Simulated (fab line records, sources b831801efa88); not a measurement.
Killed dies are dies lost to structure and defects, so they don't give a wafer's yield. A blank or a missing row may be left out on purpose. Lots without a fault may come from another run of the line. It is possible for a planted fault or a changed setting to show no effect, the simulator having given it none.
Chamber matching + flow sky130 + hdpcvd-01 running SKY_VIA1_HDPCVD_00: 3 sister chambers
The step deposits SiO2, target thk 1030 nm, time 171.7 s. 18 wafers are shown with their chamber, then 8 later ones without.

EACH WAFER AND ITS CHAMBER
| wafer  | chamber | sih4 flow sccm (sccm) |
|--------|---------|-----------------------|
| L664.2 | 2       | 60.12                 |
| L664.4 | 2       | 59.83                 |
| L664.5 | 1       | 59.71                 |
| L665.1 | 2       | 59.72                 |
| L665.3 | 0       | 60.04                 |
| L665.6 | 1       | 59.95                 |
| L668.4 | 1       | 60.01                 |
| L668.5 | 2       | 60.14                 |
| L668.6 | 0       | 60.44                 |
| L669.1 | 0       | 60.12                 |
| L673.4 | 0       | 59.97                 |
| L680.2 | 0       | 60.08                 |
| L680.4 | 0       | 60.08                 |
| L680.6 | 1       | 59.95                 |
| L682.1 | 0       | 60.00                 |
| L682.4 | 2       | 59.77                 |
| L682.5 | 1       | 60.24                 |
| L684.1 | 2       | 60.00                 |

SIGNATURES, as means of the wafers listed above
| reading        | chamber 0 | chamber 1 | chamber 2 | scatter within a chamber |
|----------------|-----------|-----------|-----------|--------------------------|
| sih4 flow sccm | 60.1043   | 59.9720   | 59.9300   | 0.174                    |
Rule: a wafer's distance from a chamber is the root of the sum, over the readings, of the square of ((its reading less the chamber's mean) divided by the reading's scatter). If the next closest chamber is less than 2 further off than the closest, the wafer can't be placed; otherwise it belongs to the closest. How the scatter is found: for the shown wafers, subtract from each reading the mean of its chamber, square and add these, divide the total by (wafers less chambers), then take the root.

WAFERS MISSING THEIR CHAMBER
| wafer  | sih4 flow sccm (sccm) |
|--------|-----------------------|
| L684.2 | 59.70                 |
| L684.6 | 60.11                 |
| L686.2 | 60.11                 |
| L686.3 | 59.71                 |
| L686.6 | 59.79                 |
| L687.2 | 60.05                 |
| L687.3 | 60.08                 |
| L687.5 | 59.93                 |

WHICH CHAMBER EACH WENT THROUGH
| wafer  | from the rows above          | in truth |
|--------|------------------------------|----------|
| L684.2 | can't be placed: 2 or 1 or 0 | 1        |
| L684.6 | can't be placed: 0 or 1 or 2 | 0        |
| L686.2 | can't be placed: 0 or 1 or 2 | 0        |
| L686.3 | can't be placed: 2 or 1 or 0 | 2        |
| L686.6 | can't be placed: 2 or 1 or 0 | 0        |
| L687.2 | can't be placed: 0 or 1 or 2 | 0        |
| L687.3 | can't be placed: 0 or 1 or 2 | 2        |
| L687.5 | can't be placed: 2 or 1 or 0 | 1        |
Correctly placed: 0 of 8. Can't be placed from these rows: 8 (the true chamber is among the candidates in 8). 0 placed wrongly.
